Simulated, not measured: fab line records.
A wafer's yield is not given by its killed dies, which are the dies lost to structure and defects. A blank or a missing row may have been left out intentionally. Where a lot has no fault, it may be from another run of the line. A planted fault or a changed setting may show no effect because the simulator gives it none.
Problem report, 8D (eight disciplines) form, completed by code	flow gf180mcu	the parts of the form that need people (team, actions taken, sign-off) are left out

1. THE PROBLEM
V3_CVD_00_THK at GF_V3_THK_MEAS_01 reads a mean of 715 nm on 1 wafer of 1 lot; wafers without a fault read 598 nm with a standard deviation of 5.3. Relative to the usual mean, that is a shift of +22 standard deviations.
Seen first at day 25 13:46 on filmMetro-02, wafer L836.1. At this step, 39 wafers from 13 lots have a number in the record. The rule behind "out" and "out of limits": a value lying over 4 standard deviations away from the usual mean. The other wafers with a number count as sound.

2. WHAT IT IS AND WHAT IT IS NOT
question	is	is not
which readings at this step	V3_CVD_00_THK	-
which lots	L836	L826, L827, L829, L830, L831, L832, L841, L842, L844, L845, L846, L847
which wafers of those lots	L836.1	L836.2, L836.3
read on which gauges	filmMetro-02	filmMetro-01, filmMetro-03
when	from day 25 13:46	up to then (20 sound wafers); but 18 sound wafers of L841, L842, L844, L845, L846, L847 came after

3. SUSPECTS, AND WHAT RULES EACH OUT
Counting: any tool at a process step up to the reading remains a suspect provided it ran every lot that is out. Sound lots after the first of them don't rule it out here, since some wafers of a struck lot are sound.
- the gauge at GF_V3_THK_MEAS_01 is ruled out. All the wafers that are out were read on filmMetro-02, but those of them that GF_V3_CVD_00 has rows for are out there too, on other tools.
- hdpcvd-02 at GF_V3_CVD_00 (deposits SiO2, target thk 600 nm, time 100 s): kept. It ran the lot that is out, L836 (day 25 13:42); its last sound lot up to then is L830 (day 23 01:49). Its own sih4FlowSccm readings are out on those wafers.
- hdpcvd-02, GF_V3_CVD_00: wafers that are out in chamber 1, sound lot-mates in chambers 0, 2.
Remaining after the count: hdpcvd-02 at GF_V3_CVD_00.

4. THE CAUSE (what the simulator had put in)
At GF_V3_CVD_00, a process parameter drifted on hdpcvd-02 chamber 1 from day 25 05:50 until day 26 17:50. From 60, the setting sih4FlowSccm moved by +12. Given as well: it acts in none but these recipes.
This tool alone remained once counting was done.

5. THE CHAIN OF EFFECTS, in route order
Each row: a reading where the mean over the struck wafers with a number is more than 3 standard deviations away from the usual. Scope: only readings with a usual standard deviation given in the record; hours: median across lots of the time from each lot's start at the first step in this table that gives one to its start at this step; sigmas: change in usual standard deviations.
hours	step	reading	usual	on struck wafers	change	sigmas
0	GF_V3_CVD_00	sih4FlowSccm	60.00 sccm	72.05	+12.05	+63
0	GF_V3_THK_MEAS_01	V3_CVD_00_THK	598 nm	715	+117	+22
The process steps in it:
- GF_V3_CVD_00: deposits SiO2, target thk 600 nm, time 100 s.
Later measuring or inspecting steps at which every struck wafer that the step has a row for has a number for every such reading, and none has moved that far: GF_V3_RS_MEAS_24.

6. WHAT WOULD HAVE CAUGHT IT SOONER
In this record the first reading out of limits at a measuring or inspecting step was taken at day 25 13:46, 8 hours after the fault began at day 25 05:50.
The tool's own readings at GF_V3_CVD_00 were out on every struck wafer that the step has a row for (sih4FlowSccm): an alarm limit on them would have fired on the first of those.
By day 25 13:46 the whole set of lots that are out, 1 in number, had already begun GF_V3_CVD_00 on hdpcvd-02. Had the tool been put on hold then, not one of them would have been saved.
